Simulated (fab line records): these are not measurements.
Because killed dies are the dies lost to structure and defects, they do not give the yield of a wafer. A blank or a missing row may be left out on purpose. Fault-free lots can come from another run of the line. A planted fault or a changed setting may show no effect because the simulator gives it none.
Which of the tools did it? -- flow sky130 -- 11 lots, 33 wafers sampled, at 4 steps of a route of 708

== WHAT THE GAUGES SHOWED, per wafer ==
SKY_PAD_OPEN_BOW_MEAS_13. Usual: PAD_OPEN_BOW typically reads 49 um, with standard deviation 9.8.
lot,measured,on,PAD_OPEN_BOW (um),flag
L282,day 45 06:19,filmMetro-03,40 44 52,
L284,day 45 21:58,filmMetro-04,61 34 56,
L285,day 46 03:54,filmMetro-03,43 29 32,
L286,day 47 02:24,filmMetro-03,57 34 41,
L289,day 47 08:49,filmMetro-02,43 39 38,
L290,day 47 12:35,filmMetro-02,36 26 48,
L295,day 48 19:32,filmMetro-03,58 64 56,
L300,day 49 17:17,filmMetro-04,59 58 46,
L302,day 50 04:50,filmMetro-02,43 37 37,
L303,day 50 11:19,filmMetro-03,58 46 52,
L305,day 50 15:39,filmMetro-02,45 59 55,

== WHICH TOOL RAN EACH LOT (tool, then ch and the chambers of the sampled wafers, then the start) ==
lot,SKY_VIA2_STRIP_16,SKY_METAL5_SPUTTER_04,SKY_PAD_OPEN_STRIP_08
L282,"plasmaAsher-03 ch 0,1, day 35 18:03","pvdSputter-01, day 42 10:28","plasmaAsher-02 ch 0,1, day 45 04:10"
L284,"plasmaAsher-03 ch 0,1, day 36 12:05","pvdSputter-03, day 43 01:14","plasmaAsher-02 ch 0,1, day 45 19:43"
L285,"plasmaAsher-03 ch 0,1, day 36 22:19","pvdSputter-03, day 43 11:04","plasmaAsher-04 ch 0,1, day 46 01:46"
L286,"plasmaAsher-04 ch 0,1, day 38 05:54","pvdSputter-03, day 44 11:34","plasmaAsher-01 ch 0,1, day 47 00:16"
L289,"plasmaAsher-03 ch 0,1, day 38 11:16","pvdSputter-03, day 44 17:34","plasmaAsher-02 ch 0,1, day 47 06:43"
L290,"plasmaAsher-03 ch 0,1, day 38 13:32","pvdSputter-02, day 44 20:55","plasmaAsher-04 ch 0,1, day 47 10:29"
L295,"plasmaAsher-01 ch 0,1, day 40 07:33","pvdSputter-03, day 46 05:43","plasmaAsher-01 ch 0,1, day 48 17:23"
L300,"plasmaAsher-01 ch 0,1, day 41 12:00","pvdSputter-03, day 47 07:26","plasmaAsher-02 ch 0,1, day 49 15:08"
L302,"plasmaAsher-04 ch 0,1, day 42 05:59","pvdSputter-03, day 47 20:20","plasmaAsher-02 ch 0, day 50 02:41"
L303,"plasmaAsher-01 ch 0,1, day 42 13:58","pvdSputter-03, day 48 04:22","plasmaAsher-04 ch 0,1, day 50 09:05"
L305,"plasmaAsher-03 ch 0,1, day 42 20:57","pvdSputter-03, day 48 12:10","plasmaAsher-01 ch 0,1, day 50 13:32"
- SKY_VIA2_STRIP_16: strips in O2/N2.
- SKY_METAL5_SPUTTER_04: material TiN, target thk 70 nm, time 58.3 s.
- SKY_PAD_OPEN_STRIP_08: strips in O2/N2.

== AS READ BY THE TOOLS THEMSELVES (means over the sampled wafers that have a number; for cases with no such wafer, the mark the record gives instead) ==
SKY_VIA2_STRIP_16. Usual: chamberPressureMTorr 1499.9 mTorr, standard deviation 1.4; drypumpMotorCurrentA 5.6 A, standard deviation 0.33; oesProductAu 0.399 a.u., standard deviation 0.005; stripTimeToEndpointS 4.064 s, standard deviation 0.023.
lot,tool,chamberPressureMTorr (mTorr),drypumpMotorCurrentA (A),oesProductAu (a.u.),stripTimeToEndpointS (s),flag
L282,plasmaAsher-03,1499.7,6.0,0.401,4.057,
L284,plasmaAsher-03,1500.0,6.0,0.404,4.053,
L285,plasmaAsher-03,1500.0,6.0,0.398,4.082,
L286,plasmaAsher-04,1500.2,5.2,0.396,4.064,
L289,plasmaAsher-03,1499.5,5.9,0.396,4.057,
L290,plasmaAsher-03,1500.5,5.9,0.398,4.074,
L295,plasmaAsher-01,1500.2,5.5,0.394,4.022,
L300,plasmaAsher-01,1500.3,5.6,0.402,4.064,
L302,plasmaAsher-04,1498.3,5.2,0.396,4.084,
L303,plasmaAsher-01,1500.2,5.6,0.399,4.038,
L305,plasmaAsher-03,1499.9,6.0,0.398,4.061,

SKY_METAL5_SPUTTER_04. Usual: cathodeDcPowerW 6500.0 W, standard deviation 1.2; throttleValvePct 30.2 %, standard deviation 0.82.
lot,tool,cathodeDcPowerW (W),throttleValvePct (%),flag
L282,pvdSputter-01,6499.6,29.9,
L284,pvdSputter-03,6500.0,30.5,
L285,pvdSputter-03,6500.3,30.8,
L286,pvdSputter-03,6499.2,30.2,
L289,pvdSputter-03,6500.0,30.3,
L290,pvdSputter-02,6500.5,30.0,
L295,pvdSputter-03,6500.5,29.8,
L300,pvdSputter-03,6499.3,30.5,
L302,pvdSputter-03,6499.8,30.3,
L303,pvdSputter-03,6501.1,30.8,
L305,pvdSputter-03,6501.0,30.8,

SKY_PAD_OPEN_STRIP_08. Usual: chamberPressureMTorr 1499.9 mTorr, standard deviation 1.3; drypumpMotorCurrentA 5.6 A, standard deviation 0.5; oesProductAu 0.664 a.u., standard deviation 0.0047; stripTimeToEndpointS 37.04 s, standard deviation 0.093.
lot,tool,chamberPressureMTorr (mTorr),drypumpMotorCurrentA (A),oesProductAu (a.u.),stripTimeToEndpointS (s),flag
L282,plasmaAsher-02,1500.6,5.6,0.669,37.11,
L284,plasmaAsher-02,1500.3,5.6,0.668,36.99,
L285,plasmaAsher-04,1500.8,5.2,0.663,36.87,
L286,plasmaAsher-01,1499.5,5.5,0.667,37.07,
L289,plasmaAsher-02,1500.0,5.7,0.663,37.08,
L290,plasmaAsher-04,1500.6,5.2,0.664,37.15,
L295,plasmaAsher-01,1501.0,5.6,0.664,37.19,
L300,plasmaAsher-02,1499.7,5.7,0.665,37.07,
L302,plasmaAsher-02,1499.8,5.2,0.666,37.08,
L303,plasmaAsher-04,1499.4,5.5,0.665,37.02,
L305,plasmaAsher-01,1499.2,5.5,0.663,36.97,

== THE ANSWER, worked out from the rows above alone ==
Rule: a lot is off if the mean of its wafers that have a number lies more than 3 standard deviations from the usual mean. A lot without any number at a reading at which 4 lots or more have one is off too. Where the step has rows for the other lots, those lots are counted as sound. The gauges are gone through in route order, then the tools' own readings, and for those a lot's mean is taken as printed above. The first step at which some lot is off is used, and at that step the reading that is off furthest; a lot without a number counts as furthest.
Nothing can be told from this: no lot is off at any reading shown.

== WHAT HAD BEEN PUT IN BY THE SIMULATOR ==
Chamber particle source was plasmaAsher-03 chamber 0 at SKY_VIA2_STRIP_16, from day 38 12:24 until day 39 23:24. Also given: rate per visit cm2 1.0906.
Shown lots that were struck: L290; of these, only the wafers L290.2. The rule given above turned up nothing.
